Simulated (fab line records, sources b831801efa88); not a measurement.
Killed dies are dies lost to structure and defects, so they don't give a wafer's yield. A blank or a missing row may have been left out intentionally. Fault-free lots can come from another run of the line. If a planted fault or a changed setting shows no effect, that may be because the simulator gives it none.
Matching of chambers	flow gf180mcu	GF_V1_CMP_26 on cmp-02 has 4 sister chambers
The step polishes, stops on SiO2, t overpolish 15 s, target thk 0 nm. 7 wafers are shown with their chamber, then 7 later ones without.

WAFERS PAIRED WITH THEIR CHAMBERS
wafer	chamber	motor_current_A (A)	time_to_endpoint_s (s)
L196.4	3	12.6	80
L196.6	1	10.4	87
L203.1	0	11.4	73
L203.2	2	11.1	72
L203.6	2	11.5	72
L206.2	1	10.0	82
L206.4	0	11.2	83

WAFERS WITHOUT THEIR CHAMBER
wafer	motor_current_A (A)	time_to_endpoint_s (s)
L206.5	11.6	83
L208.1	12.1	89
L208.3	10.0	89
L208.6	11.7	85
L214.3	10.9	89
L214.4	11.1	83
L214.5	10.3	91

THE CHAMBER EACH PASSED THROUGH
wafer	from the rows above	in truth
L206.5	can't be placed: 0 or 2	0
L208.1	can't be placed: 3 or 0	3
L208.3	1	1
L208.6	can't be placed: 0 or 2 or 3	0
L214.3	can't be placed: 0 or 1 or 2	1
L214.4	can't be placed: 0 or 2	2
L214.5	1	1
Correctly placed: 2 of 7. Can't be placed from these rows: 5 (the true chamber is among the candidates in 5). Placed wrongly: 0.
How it was worked out, from the rows above alone: a wafer's distance from a chamber is the root of the sum, over the readings, of the square of ((its reading less the chamber's mean) divided by the reading's scatter). If the next closest chamber is less than 2 further off than the closest, the wafer can't be placed; otherwise it belongs to the closest. A chamber's mean is the mean of its shown wafers. The scatter is the square root of a quotient: the sum, over the shown wafers, of each reading's squared deviation from its chamber's mean, divided by wafers minus chambers.
